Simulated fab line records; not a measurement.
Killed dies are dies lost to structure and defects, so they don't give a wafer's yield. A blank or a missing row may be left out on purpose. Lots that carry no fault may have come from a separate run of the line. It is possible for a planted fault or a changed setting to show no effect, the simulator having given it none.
Chamber matching	flow sky130	SKY_VIA2_CMP_24 on cmp-02: 4 sister chambers
The step polishes, stops on SiO2, t overpolish 20 s, target thk 0 nm. 4 wafers are shown with their chamber, then 8 later ones without.

== EACH WAFER AND ITS CHAMBER ==
wafer	chamber	time-to-endpoint-s (s)
L076.1	2	90
L077.2	1	96
L079.5	3	94
L080.2	0	101

== WAFERS MISSING THEIR CHAMBER ==
wafer	time-to-endpoint-s (s)
L080.5	99
L080.6	101
L082.3	94
L082.5	101
L082.6	97
L084.1	100
L084.4	100
L084.6	100

== CHAMBER TAKEN BY EACH ==
wafer	from the rows above	in truth
L080.5	can't be placed: 0 or 1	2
L080.6	0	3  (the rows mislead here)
L082.3	3	3
L082.5	0	0
L082.6	1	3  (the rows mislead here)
L084.1	0	0
L084.4	0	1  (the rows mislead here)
L084.6	0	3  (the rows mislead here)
Placed correctly: 3 of 8. Cannot be placed on the basis of these rows: 1; the candidates contain the true chamber in 0. Wrongly placed: 4.
How it was worked out, from the rows above alone: a wafer's distance from a chamber is the root of the sum, over the readings, of the square of ((its reading less the chamber's mean) divided by the reading's scatter). The wafer belongs to the nearest chamber; if the next one is less than 2 further off, it can't be placed. For every chamber, the mean is computed from those of its wafers that are shown. The scatter (one wafer shown for each chamber): square how far every hidden wafer sits from the nearest shown wafer, average those squares and take the square root.
